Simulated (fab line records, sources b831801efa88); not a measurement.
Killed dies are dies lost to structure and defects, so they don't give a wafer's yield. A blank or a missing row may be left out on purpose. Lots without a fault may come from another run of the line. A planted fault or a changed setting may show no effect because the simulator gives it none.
Which tool did it? | flow gf180mcu | 11 lots, 33 wafers sampled, at 2 steps of a route of 602

WHAT THE GAUGES READ, wafer by wafer
GF_V4_THK_MEAS_03.
lot  | measured     | on            | V4_CVD_02_THK (nm)
L519 | day 23 12:34 | film_metro-03 | 836 847 857
L520 | day 23 21:02 | film_metro-04 | 828 841 851
L522 | day 24 19:00 | film_metro-01 | 858 870 882
L524 | day 25 13:11 | film_metro-04 | 846 844 849
L526 | day 26 05:47 | film_metro-04 | 846 856 850
L527 | day 26 14:11 | film_metro-03 | 844 868 863
L528 | day 27 01:46 | film_metro-04 | 851 841 856
L534 | day 29 01:31 | film_metro-01 | 842 846 860
L537 | day 29 12:32 | film_metro-04 | 857 857 862
L539 | day 30 01:39 | film_metro-04 | 736 749 753 735 749 753
L540 | day 30 06:15 | film_metro-04 | 739 744 747 740 743 748

WHICH TOOL RAN EACH LOT (tool, then ch and the chambers of the sampled wafers, then the start)
lot  | GF_V4_CVD_02
L519 | pecvd-02 ch 1,2, day 23 12:29
L520 | pecvd-02 ch 0,1,2, day 23 20:58
L522 | pecvd-01 ch 1,2, day 24 18:55
L524 | pecvd-01 ch 0,1,2, day 25 13:07
L526 | pecvd-04 ch 0,1,2, day 26 05:43
L527 | pecvd-04 ch 0,2, day 26 14:05
L528 | pecvd-04 ch 0,2, day 27 01:42
L534 | pecvd-01 ch 1,2, day 29 01:26
L537 | pecvd-04 ch 1,2, day 29 12:26
L539 | pecvd-04 ch 1,2, day 30 01:35
L540 | pecvd-04 ch 0,1, day 30 06:10
- GF_V4_CVD_02: deposits SiO2 from TEOS, target thk 850 nm, time 94.851 s.

THE ANSWER, worked out from the rows above alone
Rule: what is usual is taken from the lots themselves. Put in order of their means at a reading, lots are off if they are a third of the lots or fewer, leave a main group of 4 or more, and stand apart from it by a gap of 3 or more times the standard deviation of the main group's means; of several such gaps the widest counts. A main group whose means are all the same, to the digits that the tables above print for the reading, isn't used. A lot without any number at a reading at which 4 lots or more have one is off too. The other lots that the step has rows for count as sound.
Off: L539, L540, at GF_V4_THK_MEAS_03 (V4_CVD_02_THK). The main group: mean 852 nm, standard deviation 8.4.
A tool fits if, at a process step before that reading, it ran every lot that is off, and no sound lot after the first of them. The gauges at GF_V4_THK_MEAS_03 are tried like those tools. Can't be told from this: 2 tools fit, pecvd-04 at GF_V4_CVD_02, film_metro-04 at GF_V4_THK_MEAS_03.

WHAT THE SIMULATOR HAD PUT IN
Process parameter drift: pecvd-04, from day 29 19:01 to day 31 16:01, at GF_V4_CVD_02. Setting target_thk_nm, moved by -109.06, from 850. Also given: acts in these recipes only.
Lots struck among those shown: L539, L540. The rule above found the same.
